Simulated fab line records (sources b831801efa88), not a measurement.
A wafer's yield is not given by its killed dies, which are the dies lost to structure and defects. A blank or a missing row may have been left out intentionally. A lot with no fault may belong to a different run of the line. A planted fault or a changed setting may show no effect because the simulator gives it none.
Matching of chambers	flow sky130	cmp-02 running SKY_VIA3_CMP_24: 4 sister chambers
The step polishes, stops on SiO2, t overpolish 20 s, target thk 0 nm. 8 wafers are shown with their chamber, then 12 later ones without.

== WAFERS WITH THEIR CHAMBER ==
wafer	chamber	motor-current-A (A)	time-to-endpoint-s (s)
L080.4	1	11.8	104
L081.5	1	11.8	102
L082.5	0	10.1	90
L084.2	2	12.5	95
L084.3	0	9.8	91
L087.1	2	13.1	97
L087.4	3	8.4	95
L087.5	3	8.7	93

== WAFERS WITH NO CHAMBER GIVEN ==
wafer	motor-current-A (A)	time-to-endpoint-s (s)
L088.2	8.7	93
L088.4	10.3	94
L088.6	12.7	97
L092.1	12.7	98
L092.2	11.6	108
L092.6	12.3	102
L093.3	10.0	88
L093.4	8.6	93
L093.5	13.1	92
L094.2	10.0	93
L094.4	13.1	99
L094.5	10.3	96

== THE CHAMBER EACH PASSED THROUGH ==
wafer	from the rows above	in truth
L088.2	3	3
L088.4	0	0
L088.6	2	2
L092.1	2	2
L092.2	1	1
L092.6	1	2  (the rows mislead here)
L093.3	0	0
L093.4	3	3
L093.5	2	2
L094.2	0	0
L094.4	2	2
L094.5	0	0
Placed correctly: 11 of 12. From these rows, 0 cannot be placed. 1 placed wrongly.
How it was worked out, from the rows above alone: a wafer's distance from a chamber is the root of the sum, over the readings, of the square of ((its reading less the chamber's mean) divided by the reading's scatter). The wafer belongs to the nearest chamber; if the next one is less than 2 further off, it can't be placed. Each chamber's mean is taken over the wafers shown for it. The scatter: take each reading less its chamber's mean, square it, sum over the shown wafers, divide by the number of wafers less the number of chambers, and take the root.
